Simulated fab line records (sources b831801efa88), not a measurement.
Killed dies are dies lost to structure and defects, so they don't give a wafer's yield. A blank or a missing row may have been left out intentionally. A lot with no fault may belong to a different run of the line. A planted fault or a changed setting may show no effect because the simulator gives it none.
fab line records / flow sky130
record lots=14 wafers=42 lastDay=50
route steps=708 shown CONTACT@431 METAL1@439
lots untouched by any fault: they come from a run of this same line in which no faults occurred
startH: hours from the record's opening day to when the first of the lot's shown wafers began / waitH: hours elapsed since this lot's preceding step / " same as the row above / L1.1+2: several wafers, shown together as one row / - value missing, or start not given / * or withheld: withheld / < > ~ a bound
route shown NAME@n: names a module that has steps shown in the file, with the first one's number in the route / usual: the fault-free wafers' mean and standard deviation / same: alike in all rows / chamber/n: place in a boat / sites: readings site by site / _std_site: the values' standard deviation / _edge_site: outer sites' mean less inner sites' / radiusMm: for every site, how far away it sits from the centre of the wafer / mask NAME#n: copy n / behind: the last tool/chamber to shape the wafer / hold: why the lot went on hold/how many hours it stayed there/how the hold came to an end / device: names the non-switching transistor (n, p or np) / end of line: tests of these same wafers at the route's end / a step given without rows: its recipe and nothing more / killed: the dies lost at the first sort to structure and to defects; this is not the yield of the wafer / map: per-die view of a wafer (x killed, . not killed, _ where there is no die)
set.NAME: the setting as run; set.NAME@STEP: as run at that earlier step / model.NAME: the simulator's own value behind a step, which no gauge read
the route's steps for a sample of lots (tables are steps, rows are wafers)
services: from which hour (startH, from the record's first day; less than 0 if before it) a tool's chamber was out of use, for how many hours, and why
## steps
# step SKY_CONTACT_RS_MEAS_25
# recipe thkMeasGauge=four-point-probe reads=W_of_CONTACT_CVD_24+TiN_of_CONTACT_SPUTTER_23
# usual CONTACT_W_RS=0.337/0.0057
lot.wafer=L166.1 tool=filmMetro-03 chamber=- startH=726.01 waitH=0.1 CONTACT_W_RS[ohm/sq]=0.330
lot.wafer=L166.4 tool=filmMetro-03 chamber=- startH=726.01 waitH=0.1 CONTACT_W_RS[ohm/sq]=0.337
lot.wafer=L166.6 tool=filmMetro-03 chamber=- startH=726.01 waitH=0.1 CONTACT_W_RS[ohm/sq]=0.340
lot.wafer=L169.1 tool=filmMetro-04 chamber=- startH=761.52 waitH=0.1 CONTACT_W_RS[ohm/sq]=0.326
lot.wafer=L169.3 tool=filmMetro-04 chamber=- startH=761.52 waitH=0.1 CONTACT_W_RS[ohm/sq]=0.339
lot.wafer=L169.6 tool=filmMetro-04 chamber=- startH=761.52 waitH=0.1 CONTACT_W_RS[ohm/sq]=0.326
lot.wafer=L170.3 tool=filmMetro-04 chamber=- startH=769.02 waitH=0.2 CONTACT_W_RS[ohm/sq]=0.335
lot.wafer=L170.4 tool=filmMetro-04 chamber=- startH=769.02 waitH=0.2 CONTACT_W_RS[ohm/sq]=0.341
lot.wafer=L170.6 tool=filmMetro-04 chamber=- startH=769.02 waitH=0.2 CONTACT_W_RS[ohm/sq]=0.337
lot.wafer=L179.1 tool=filmMetro-04 chamber=- startH=844.09 waitH=0.1 CONTACT_W_RS[ohm/sq]=0.322
lot.wafer=L179.2 tool=filmMetro-04 chamber=- startH=844.09 waitH=0.1 CONTACT_W_RS[ohm/sq]=0.338
lot.wafer=L179.5 tool=filmMetro-04 chamber=- startH=844.09 waitH=0.1 CONTACT_W_RS[ohm/sq]=0.336
lot.wafer=L180.1 tool=filmMetro-03 chamber=- startH=849.37 waitH=0.1 CONTACT_W_RS[ohm/sq]=0.346
lot.wafer=L180.2 tool=filmMetro-03 chamber=- startH=849.37 waitH=0.1 CONTACT_W_RS[ohm/sq]=0.337
lot.wafer=L180.3 tool=filmMetro-03 chamber=- startH=849.37 waitH=0.1 CONTACT_W_RS[ohm/sq]=0.341
lot.wafer=L181.2 tool=filmMetro-03 chamber=- startH=860.41 waitH=0.1 CONTACT_W_RS[ohm/sq]=0.339
lot.wafer=L181.4 tool=filmMetro-03 chamber=- startH=860.41 waitH=0.1 CONTACT_W_RS[ohm/sq]=0.341
lot.wafer=L181.5 tool=filmMetro-03 chamber=- startH=860.41 waitH=0.1 CONTACT_W_RS[ohm/sq]=0.336
lot.wafer=L182.1 tool=filmMetro-03 chamber=- startH=868.13 waitH=0.1 CONTACT_W_RS[ohm/sq]=0.340
lot.wafer=L182.3 tool=filmMetro-03 chamber=- startH=868.13 waitH=0.1 CONTACT_W_RS[ohm/sq]=0.336
lot.wafer=L182.5 tool=filmMetro-03 chamber=- startH=868.13 waitH=0.1 CONTACT_W_RS[ohm/sq]=0.343
lot.wafer=L183.2 tool=filmMetro-01 chamber=- startH=869.56 waitH=0.1 CONTACT_W_RS[ohm/sq]=0.348
lot.wafer=L183.3 tool=filmMetro-01 chamber=- startH=869.56 waitH=0.1 CONTACT_W_RS[ohm/sq]=0.343
lot.wafer=L183.4 tool=filmMetro-01 chamber=- startH=869.56 waitH=0.1 CONTACT_W_RS[ohm/sq]=0.339
lot.wafer=L184.3 tool=filmMetro-01 chamber=- startH=878.23 waitH=0.1 CONTACT_W_RS[ohm/sq]=0.335
lot.wafer=L184.4 tool=filmMetro-01 chamber=- startH=878.23 waitH=0.1 CONTACT_W_RS[ohm/sq]=0.343
lot.wafer=L184.6 tool=filmMetro-01 chamber=- startH=878.23 waitH=0.1 CONTACT_W_RS[ohm/sq]=0.343
lot.wafer=L185.1 tool=filmMetro-03 chamber=- startH=882.43 waitH=0.1 CONTACT_W_RS[ohm/sq]=0.323
lot.wafer=L185.2 tool=filmMetro-03 chamber=- startH=882.43 waitH=0.1 CONTACT_W_RS[ohm/sq]=0.336
lot.wafer=L185.4 tool=filmMetro-03 chamber=- startH=882.43 waitH=0.1 CONTACT_W_RS[ohm/sq]=0.336
lot.wafer=L186.1 tool=filmMetro-03 chamber=- startH=886.97 waitH=0.1 CONTACT_W_RS[ohm/sq]=0.342
lot.wafer=L186.2 tool=filmMetro-03 chamber=- startH=886.97 waitH=0.1 CONTACT_W_RS[ohm/sq]=0.335
lot.wafer=L186.4 tool=filmMetro-03 chamber=- startH=886.97 waitH=0.1 CONTACT_W_RS[ohm/sq]=0.334
lot.wafer=L187.3 tool=filmMetro-04 chamber=- startH=891.83 waitH=0.1 CONTACT_W_RS[ohm/sq]=0.343
lot.wafer=L187.5 tool=filmMetro-04 chamber=- startH=891.83 waitH=0.1 CONTACT_W_RS[ohm/sq]=0.333
lot.wafer=L187.6 tool=filmMetro-04 chamber=- startH=891.83 waitH=0.1 CONTACT_W_RS[ohm/sq]=0.340
lot.wafer=L188.2 tool=filmMetro-03 chamber=- startH=901.09 waitH=0.1 CONTACT_W_RS[ohm/sq]=0.341
lot.wafer=L188.4 tool=filmMetro-03 chamber=- startH=901.09 waitH=0.1 CONTACT_W_RS[ohm/sq]=0.341
lot.wafer=L188.6 tool=filmMetro-03 chamber=- startH=901.09 waitH=0.1 CONTACT_W_RS[ohm/sq]=0.339
lot.wafer=L189.1 tool=filmMetro-01 chamber=- startH=908.00 waitH=0.1 CONTACT_W_RS[ohm/sq]=0.331
lot.wafer=L189.3 tool=filmMetro-01 chamber=- startH=908.00 waitH=0.1 CONTACT_W_RS[ohm/sq]=0.328
lot.wafer=L189.6 tool=filmMetro-01 chamber=- startH=908.00 waitH=0.1 CONTACT_W_RS[ohm/sq]=0.342
# step SKY_METAL1_RS_MEAS_05
# recipe thkMeasGauge=four-point-probe reads=TiN_of_METAL1_SPUTTER_04+Ti_of_METAL1_SPUTTER_03+AlCu_of_METAL1_SPUTTER_02+TiN_of_METAL1_SPUTTER_01+Ti_of_METAL1_SPUTTER_00
# usual METAL1_ALCU_RS=0.1267/0.0015
lot.wafer=L166.1 tool=filmMetro-01 chamber=- startH=726.63 waitH=0.0 METAL1_ALCU_RS[ohm/sq]=0.1268
lot.wafer=L166.4 tool=filmMetro-01 chamber=- startH=726.63 waitH=0.0 METAL1_ALCU_RS[ohm/sq]=0.1254
lot.wafer=L166.6 tool=filmMetro-01 chamber=- startH=726.63 waitH=0.0 METAL1_ALCU_RS[ohm/sq]=0.1273
lot.wafer=L169.1 tool=filmMetro-03 chamber=- startH=762.14 waitH=0.0 METAL1_ALCU_RS[ohm/sq]=0.1279
lot.wafer=L169.3 tool=filmMetro-03 chamber=- startH=762.14 waitH=0.0 METAL1_ALCU_RS[ohm/sq]=0.1267
lot.wafer=L169.6 tool=filmMetro-03 chamber=- startH=762.14 waitH=0.0 METAL1_ALCU_RS[ohm/sq]=0.1255
lot.wafer=L170.3 tool=filmMetro-02 chamber=- startH=769.64 waitH=0.1 METAL1_ALCU_RS[ohm/sq]=0.1256
lot.wafer=L170.4 tool=filmMetro-02 chamber=- startH=769.64 waitH=0.1 METAL1_ALCU_RS[ohm/sq]=0.1252
lot.wafer=L170.6 tool=filmMetro-02 chamber=- startH=769.64 waitH=0.1 METAL1_ALCU_RS[ohm/sq]=0.1257
lot.wafer=L179.1 tool=filmMetro-03 chamber=- startH=844.71 waitH=0.0 METAL1_ALCU_RS[ohm/sq]=0.1253
lot.wafer=L179.2 tool=filmMetro-03 chamber=- startH=844.71 waitH=0.0 METAL1_ALCU_RS[ohm/sq]=0.1254
lot.wafer=L179.5 tool=filmMetro-03 chamber=- startH=844.71 waitH=0.0 METAL1_ALCU_RS[ohm/sq]=0.1249
lot.wafer=L180.1 tool=filmMetro-01 chamber=- startH=849.99 waitH=0.0 METAL1_ALCU_RS[ohm/sq]=0.1270
lot.wafer=L180.2 tool=filmMetro-01 chamber=- startH=849.99 waitH=0.0 METAL1_ALCU_RS[ohm/sq]=0.1270
lot.wafer=L180.3 tool=filmMetro-01 chamber=- startH=849.99 waitH=0.0 METAL1_ALCU_RS[ohm/sq]=0.1267
lot.wafer=L181.2 tool=filmMetro-03 chamber=- startH=861.03 waitH=0.0 METAL1_ALCU_RS[ohm/sq]=0.1292
lot.wafer=L181.4 tool=filmMetro-03 chamber=- startH=861.03 waitH=0.0 METAL1_ALCU_RS[ohm/sq]=0.1294
lot.wafer=L181.5 tool=filmMetro-03 chamber=- startH=861.03 waitH=0.0 METAL1_ALCU_RS[ohm/sq]=0.1283
lot.wafer=L182.1 tool=filmMetro-02 chamber=- startH=868.75 waitH=0.0 METAL1_ALCU_RS[ohm/sq]=0.1281
lot.wafer=L182.3 tool=filmMetro-02 chamber=- startH=868.75 waitH=0.0 METAL1_ALCU_RS[ohm/sq]=0.1289
lot.wafer=L182.5 tool=filmMetro-02 chamber=- startH=868.75 waitH=0.0 METAL1_ALCU_RS[ohm/sq]=0.1291
lot.wafer=L183.2 tool=filmMetro-03 chamber=- startH=870.18 waitH=0.0 METAL1_ALCU_RS[ohm/sq]=0.1278
lot.wafer=L183.3 tool=filmMetro-03 chamber=- startH=870.18 waitH=0.0 METAL1_ALCU_RS[ohm/sq]=0.1265
lot.wafer=L183.4 tool=filmMetro-03 chamber=- startH=870.18 waitH=0.0 METAL1_ALCU_RS[ohm/sq]=0.1266
lot.wafer=L184.3 tool=filmMetro-02 chamber=- startH=878.85 waitH=0.1 METAL1_ALCU_RS[ohm/sq]=0.1271
lot.wafer=L184.4 tool=filmMetro-02 chamber=- startH=878.85 waitH=0.1 METAL1_ALCU_RS[ohm/sq]=0.1275
lot.wafer=L184.6 tool=filmMetro-02 chamber=- startH=878.85 waitH=0.1 METAL1_ALCU_RS[ohm/sq]=0.1261
lot.wafer=L185.1 tool=filmMetro-01 chamber=- startH=883.05 waitH=0.0 METAL1_ALCU_RS[ohm/sq]=0.1271
lot.wafer=L185.2 tool=filmMetro-01 chamber=- startH=883.05 waitH=0.0 METAL1_ALCU_RS[ohm/sq]=0.1266
lot.wafer=L185.4 tool=filmMetro-01 chamber=- startH=883.05 waitH=0.0 METAL1_ALCU_RS[ohm/sq]=0.1262
lot.wafer=L186.1 tool=filmMetro-02 chamber=- startH=887.59 waitH=0.0 METAL1_ALCU_RS[ohm/sq]=0.1260
lot.wafer=L186.2 tool=filmMetro-02 chamber=- startH=887.59 waitH=0.0 METAL1_ALCU_RS[ohm/sq]=0.1253
lot.wafer=L186.4 tool=filmMetro-02 chamber=- startH=887.59 waitH=0.0 METAL1_ALCU_RS[ohm/sq]=0.1265
lot.wafer=L187.3 tool=filmMetro-01 chamber=- startH=892.45 waitH=0.1 METAL1_ALCU_RS[ohm/sq]=0.1277
lot.wafer=L187.5 tool=filmMetro-01 chamber=- startH=892.45 waitH=0.1 METAL1_ALCU_RS[ohm/sq]=0.1272
lot.wafer=L187.6 tool=filmMetro-01 chamber=- startH=892.45 waitH=0.1 METAL1_ALCU_RS[ohm/sq]=0.1290
lot.wafer=L188.2 tool=filmMetro-02 chamber=- startH=901.71 waitH=0.0 METAL1_ALCU_RS[ohm/sq]=0.1276
lot.wafer=L188.4 tool=filmMetro-02 chamber=- startH=901.71 waitH=0.0 METAL1_ALCU_RS[ohm/sq]=0.1273
lot.wafer=L188.6 tool=filmMetro-02 chamber=- startH=901.71 waitH=0.0 METAL1_ALCU_RS[ohm/sq]=0.1282
lot.wafer=L189.1 tool=filmMetro-02 chamber=- startH=908.62 waitH=0.0 METAL1_ALCU_RS[ohm/sq]=0.1221
lot.wafer=L189.3 tool=filmMetro-02 chamber=- startH=908.62 waitH=0.0 METAL1_ALCU_RS[ohm/sq]=0.1231
lot.wafer=L189.6 tool=filmMetro-02 chamber=- startH=908.62 waitH=0.0 METAL1_ALCU_RS[ohm/sq]=0.1218
# step SKY_METAL1_THK_MEAS_06
# recipe thkMeasGauge=xrf reads=AlCu_of_METAL1_SPUTTER_02
# usual METAL1_ALCU_THK=246/3.5
lot.wafer=L166.1 tool=filmMetro-01 chamber=- startH=726.75 waitH=0.1 METAL1_ALCU_THK[nm]=247
lot.wafer=L166.4 tool=filmMetro-01 chamber=- startH=726.75 waitH=0.1 METAL1_ALCU_THK[nm]=248
lot.wafer=L166.6 tool=filmMetro-01 chamber=- startH=726.75 waitH=0.1 METAL1_ALCU_THK[nm]=243
lot.wafer=L169.1 tool=filmMetro-03 chamber=- startH=762.26 waitH=0.1 METAL1_ALCU_THK[nm]=243
lot.wafer=L169.3 tool=filmMetro-03 chamber=- startH=762.26 waitH=0.1 METAL1_ALCU_THK[nm]=243
lot.wafer=L169.6 tool=filmMetro-03 chamber=- startH=762.26 waitH=0.1 METAL1_ALCU_THK[nm]=247
lot.wafer=L170.3 tool=filmMetro-02 chamber=- startH=769.74 waitH=0.1 METAL1_ALCU_THK[nm]=248
lot.wafer=L170.4 tool=filmMetro-02 chamber=- startH=769.74 waitH=0.1 METAL1_ALCU_THK[nm]=249
lot.wafer=L170.6 tool=filmMetro-02 chamber=- startH=769.74 waitH=0.1 METAL1_ALCU_THK[nm]=248
lot.wafer=L179.1 tool=filmMetro-03 chamber=- startH=844.83 waitH=0.1 METAL1_ALCU_THK[nm]=247
lot.wafer=L179.2 tool=filmMetro-03 chamber=- startH=844.83 waitH=0.1 METAL1_ALCU_THK[nm]=246
lot.wafer=L179.5 tool=filmMetro-03 chamber=- startH=844.83 waitH=0.1 METAL1_ALCU_THK[nm]=246
lot.wafer=L180.1 tool=filmMetro-01 chamber=- startH=850.11 waitH=0.1 METAL1_ALCU_THK[nm]=246
lot.wafer=L180.2 tool=filmMetro-01 chamber=- startH=850.11 waitH=0.1 METAL1_ALCU_THK[nm]=246
lot.wafer=L180.3 tool=filmMetro-01 chamber=- startH=850.11 waitH=0.1 METAL1_ALCU_THK[nm]=246
lot.wafer=L181.2 tool=filmMetro-03 chamber=- startH=861.14 waitH=0.1 METAL1_ALCU_THK[nm]=238
lot.wafer=L181.4 tool=filmMetro-03 chamber=- startH=861.14 waitH=0.1 METAL1_ALCU_THK[nm]=238
lot.wafer=L181.5 tool=filmMetro-03 chamber=- startH=861.14 waitH=0.1 METAL1_ALCU_THK[nm]=241
lot.wafer=L182.1 tool=filmMetro-02 chamber=- startH=868.87 waitH=0.1 METAL1_ALCU_THK[nm]=245
lot.wafer=L182.3 tool=filmMetro-02 chamber=- startH=868.87 waitH=0.1 METAL1_ALCU_THK[nm]=245
lot.wafer=L182.5 tool=filmMetro-02 chamber=- startH=868.87 waitH=0.1 METAL1_ALCU_THK[nm]=243
lot.wafer=L183.2 tool=filmMetro-03 chamber=- startH=870.29 waitH=0.1 METAL1_ALCU_THK[nm]=241
lot.wafer=L183.3 tool=filmMetro-03 chamber=- startH=870.29 waitH=0.1 METAL1_ALCU_THK[nm]=244
lot.wafer=L183.4 tool=filmMetro-03 chamber=- startH=870.29 waitH=0.1 METAL1_ALCU_THK[nm]=243
lot.wafer=L184.3 tool=filmMetro-02 chamber=- startH=878.95 waitH=0.1 METAL1_ALCU_THK[nm]=249
lot.wafer=L184.4 tool=filmMetro-02 chamber=- startH=878.95 waitH=0.1 METAL1_ALCU_THK[nm]=246
lot.wafer=L184.6 tool=filmMetro-02 chamber=- startH=878.95 waitH=0.1 METAL1_ALCU_THK[nm]=249
lot.wafer=L185.1 tool=filmMetro-01 chamber=- startH=883.17 waitH=0.1 METAL1_ALCU_THK[nm]=245
lot.wafer=L185.2 tool=filmMetro-01 chamber=- startH=883.17 waitH=0.1 METAL1_ALCU_THK[nm]=248
lot.wafer=L185.4 tool=filmMetro-01 chamber=- startH=883.17 waitH=0.1 METAL1_ALCU_THK[nm]=247
lot.wafer=L186.1 tool=filmMetro-02 chamber=- startH=887.71 waitH=0.1 METAL1_ALCU_THK[nm]=249
lot.wafer=L186.2 tool=filmMetro-02 chamber=- startH=887.71 waitH=0.1 METAL1_ALCU_THK[nm]=250
lot.wafer=L186.4 tool=filmMetro-02 chamber=- startH=887.71 waitH=0.1 METAL1_ALCU_THK[nm]=249
lot.wafer=L187.3 tool=filmMetro-01 chamber=- startH=892.55 waitH=0.1 METAL1_ALCU_THK[nm]=245
lot.wafer=L187.5 tool=filmMetro-01 chamber=- startH=892.55 waitH=0.1 METAL1_ALCU_THK[nm]=243
lot.wafer=L187.6 tool=filmMetro-01 chamber=- startH=892.55 waitH=0.1 METAL1_ALCU_THK[nm]=242
lot.wafer=L188.2 tool=filmMetro-02 chamber=- startH=901.82 waitH=0.1 METAL1_ALCU_THK[nm]=246
lot.wafer=L188.4 tool=filmMetro-02 chamber=- startH=901.82 waitH=0.1 METAL1_ALCU_THK[nm]=249
lot.wafer=L188.6 tool=filmMetro-02 chamber=- startH=901.82 waitH=0.1 METAL1_ALCU_THK[nm]=244
lot.wafer=L189.1 tool=filmMetro-02 chamber=- startH=908.74 waitH=0.1 METAL1_ALCU_THK[nm]=258
lot.wafer=L189.3 tool=filmMetro-02 chamber=- startH=908.74 waitH=0.1 METAL1_ALCU_THK[nm]=257
lot.wafer=L189.6 tool=filmMetro-02 chamber=- startH=908.74 waitH=0.1 METAL1_ALCU_THK[nm]=257
# step SKY_METAL1_EXPOSE_12
# recipe maskId=MM1 na=0.8 sourceShape=annular sigmaInner=0.55 sigmaOuter=0.85 targetCdNm=140 doseMj=28
# usual exposureDoseMJCm2=27.94/0.031 focusOffsetNm=0.0/0.56
lot.wafer=L166.1 tool=krfScanner-01 chamber=0 startH=740.56 waitH=- mask=MM1#0 exposureDoseMJCm2=28.02 focusOffsetNm=-0.2
lot.wafer=L166.4 tool=krfScanner-01 chamber=0 startH=740.56 waitH=- mask=MM1#0 exposureDoseMJCm2=28.01 focusOffsetNm=0.1
lot.wafer=L166.6 tool=krfScanner-01 chamber=0 startH=740.56 waitH=- mask=MM1#0 exposureDoseMJCm2=28.01 focusOffsetNm=-0.4
lot.wafer=L169.1 tool=krfScanner-01 chamber=- startH=776.16 waitH=- mask=MM1#0 exposureDoseMJCm2=- focusOffsetNm=-
lot.wafer=L169.3 tool=krfScanner-01 chamber=- startH=776.16 waitH=- mask=MM1#0 exposureDoseMJCm2=- focusOffsetNm=-
lot.wafer=L169.6 tool=krfScanner-01 chamber=- startH=776.16 waitH=- mask=MM1#0 exposureDoseMJCm2=- focusOffsetNm=-
lot.wafer=L170.3 tool=krfScanner-02 chamber=- startH=782.77 waitH=- mask=MM1#0 exposureDoseMJCm2=- focusOffsetNm=-
lot.wafer=L170.4 tool=krfScanner-02 chamber=- startH=782.77 waitH=- mask=MM1#0 exposureDoseMJCm2=- focusOffsetNm=-
lot.wafer=L170.6 tool=krfScanner-02 chamber=- startH=782.77 waitH=- mask=MM1#0 exposureDoseMJCm2=- focusOffsetNm=-
lot.wafer=L179.1 tool=krfScanner-01 chamber=0 startH=857.80 waitH=- mask=MM1#0 exposureDoseMJCm2=27.90 focusOffsetNm=0.3
lot.wafer=L179.2 tool=krfScanner-01 chamber=0 startH=857.80 waitH=- mask=MM1#0 exposureDoseMJCm2=27.87 focusOffsetNm=1.3
lot.wafer=L179.5 tool=krfScanner-01 chamber=0 startH=857.80 waitH=- mask=MM1#0 exposureDoseMJCm2=27.91 focusOffsetNm=0.3
lot.wafer=L180.1 tool=krfScanner-02 chamber=0 startH=863.11 waitH=- mask=MM1#0 exposureDoseMJCm2=27.90 focusOffsetNm=-0.1
lot.wafer=L180.2 tool=krfScanner-02 chamber=0 startH=863.11 waitH=- mask=MM1#0 exposureDoseMJCm2=27.93 focusOffsetNm=0.1
lot.wafer=L180.3 tool=krfScanner-02 chamber=0 startH=863.11 waitH=- mask=MM1#0 exposureDoseMJCm2=27.98 focusOffsetNm=0.5
lot.wafer=L181.2 tool=krfScanner-02 chamber=0 startH=874.52 waitH=- mask=MM1#0 exposureDoseMJCm2=27.96 focusOffsetNm=0.2
lot.wafer=L181.4 tool=krfScanner-02 chamber=0 startH=874.52 waitH=- mask=MM1#0 exposureDoseMJCm2=27.98 focusOffsetNm=0.6
lot.wafer=L181.5 tool=krfScanner-02 chamber=0 startH=874.52 waitH=- mask=MM1#0 exposureDoseMJCm2=27.94 focusOffsetNm=-0.5
lot.wafer=L182.1 tool=krfScanner-02 chamber=0 startH=881.97 waitH=- mask=MM1#0 exposureDoseMJCm2=27.91 focusOffsetNm=1.1
lot.wafer=L182.3 tool=krfScanner-02 chamber=0 startH=881.97 waitH=- mask=MM1#0 exposureDoseMJCm2=27.91 focusOffsetNm=0.4
lot.wafer=L182.5 tool=krfScanner-02 chamber=0 startH=881.97 waitH=- mask=MM1#0 exposureDoseMJCm2=27.94 focusOffsetNm=0.3
lot.wafer=L183.2 tool=krfScanner-02 chamber=0 startH=883.61 waitH=- mask=MM1#0 exposureDoseMJCm2=27.98 focusOffsetNm=-0.4
lot.wafer=L183.3 tool=krfScanner-02 chamber=0 startH=883.61 waitH=- mask=MM1#0 exposureDoseMJCm2=27.92 focusOffsetNm=-0.8
lot.wafer=L183.4 tool=krfScanner-02 chamber=0 startH=883.61 waitH=- mask=MM1#0 exposureDoseMJCm2=27.95 focusOffsetNm=0.0
lot.wafer=L184.3 tool=krfScanner-02 chamber=0 startH=891.96 waitH=- mask=MM1#0 exposureDoseMJCm2=27.94 focusOffsetNm=0.4
lot.wafer=L184.4 tool=krfScanner-02 chamber=0 startH=891.96 waitH=- mask=MM1#0 exposureDoseMJCm2=27.89 focusOffsetNm=0.5
lot.wafer=L184.6 tool=krfScanner-02 chamber=0 startH=891.96 waitH=- mask=MM1#0 exposureDoseMJCm2=27.90 focusOffsetNm=0.5
lot.wafer=L185.1 tool=krfScanner-02 chamber=0 startH=895.89 waitH=- mask=MM1#0 exposureDoseMJCm2=27.91 focusOffsetNm=-0.3
lot.wafer=L185.2 tool=krfScanner-02 chamber=0 startH=895.89 waitH=- mask=MM1#0 exposureDoseMJCm2=27.91 focusOffsetNm=-0.2
lot.wafer=L185.4 tool=krfScanner-02 chamber=0 startH=895.89 waitH=- mask=MM1#0 exposureDoseMJCm2=27.93 focusOffsetNm=0.5
lot.wafer=L186.1 tool=krfScanner-01 chamber=0 startH=900.98 waitH=- mask=MM1#0 exposureDoseMJCm2=27.92 focusOffsetNm=0.8
lot.wafer=L186.2 tool=krfScanner-01 chamber=0 startH=900.98 waitH=- mask=MM1#0 exposureDoseMJCm2=27.90 focusOffsetNm=-0.6
lot.wafer=L186.4 tool=krfScanner-01 chamber=0 startH=900.98 waitH=- mask=MM1#0 exposureDoseMJCm2=27.92 focusOffsetNm=-0.6
lot.wafer=L187.3 tool=krfScanner-02 chamber=0 startH=905.92 waitH=- mask=MM1#0 exposureDoseMJCm2=27.96 focusOffsetNm=-0.1
lot.wafer=L187.5 tool=krfScanner-02 chamber=0 startH=905.92 waitH=- mask=MM1#0 exposureDoseMJCm2=27.97 focusOffsetNm=-0.3
lot.wafer=L187.6 tool=krfScanner-02 chamber=0 startH=905.92 waitH=- mask=MM1#0 exposureDoseMJCm2=27.96 focusOffsetNm=0.1
lot.wafer=L188.2 tool=krfScanner-02 chamber=0 startH=914.52 waitH=- mask=MM1#0 exposureDoseMJCm2=27.97 focusOffsetNm=-0.4
lot.wafer=L188.4 tool=krfScanner-02 chamber=0 startH=914.52 waitH=- mask=MM1#0 exposureDoseMJCm2=27.96 focusOffsetNm=-0.4
lot.wafer=L188.6 tool=krfScanner-02 chamber=0 startH=914.52 waitH=- mask=MM1#0 exposureDoseMJCm2=27.95 focusOffsetNm=-0.5
lot.wafer=L189.1 tool=krfScanner-02 chamber=0 startH=920.85 waitH=- mask=MM1#0 exposureDoseMJCm2=27.90 focusOffsetNm=-0.1
lot.wafer=L189.3 tool=krfScanner-02 chamber=0 startH=920.85 waitH=- mask=MM1#0 exposureDoseMJCm2=27.95 focusOffsetNm=0.4
lot.wafer=L189.6 tool=krfScanner-02 chamber=0 startH=920.85 waitH=- mask=MM1#0 exposureDoseMJCm2=27.94 focusOffsetNm=0.0
## services
tool=krfScanner-02 chamber=0 startH=720.19 hours=- kind=calibration
tool=krfScanner-01 chamber=0 startH=742.01 hours=- kind=calibration
tool=krfScanner-01 chamber=- startH=755.38 hours=1.0 kind=pm
tool=krfScanner-01 chamber=- startH=757.56 hours=1.3 kind=pm
tool=krfScanner-02 chamber=- startH=771.14 hours=0.8 kind=pm
tool=krfScanner-02 chamber=- startH=777.80 hours=4.4 kind=pm
tool=krfScanner-02 chamber=- startH=788.27 hours=1.0 kind=pm
tool=krfScanner-02 chamber=- startH=809.53 hours=1.3 kind=pm
tool=krfScanner-01 chamber=- startH=810.83 hours=0.8 kind=pm
tool=krfScanner-01 chamber=- startH=824.80 hours=0.3 kind=repair
tool=krfScanner-01 chamber=- startH=835.28 hours=0.6 kind=repair
tool=krfScanner-01 chamber=- startH=869.26 hours=7.4 kind=repair
tool=krfScanner-02 chamber=- startH=882.67 hours=0.6 kind=repair
tool=krfScanner-02 chamber=0 startH=889.21 hours=- kind=calibration
tool=krfScanner-01 chamber=- startH=908.89 hours=3.6 kind=pm
tool=krfScanner-01 chamber=0 startH=917.47 hours=- kind=calibration
## key
firstSign step=SKY_METAL1_EXPOSE_12 reading=toolRecord direction=missing
effect none on later readings
metAt SKY_METAL1_EXPOSE_12
struckLots L169,L170
laterRowsLeftOut L169.1,L169.3,L169.6,L170.3,L170.4,L170.6
sortLeftOut L169.1,L169.3,L169.6,L170.3,L170.4,L170.6
notActingAt SKY_CONTACT_RS_MEAS_25,SKY_METAL1_RS_MEAS_05,SKY_METAL1_THK_MEAS_06
onsetBetween 740.56 776.16
fault kind=skippedStepWhole tool=krfScanner-01,krfScanner-02 chamber=- onsetH=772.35 steps=SKY_METAL1_EXPOSE_12 scope=struckLotsOnly
# sortLeftOut: the simulated sort isn't trusted on such a fault, so these wafers' sort isn't shown, and their yield isn't known
# laterRowsLeftOut: the simulator's readings of these wafers behind a module that went badly wrong aren't trusted and aren't shown, but for the sort
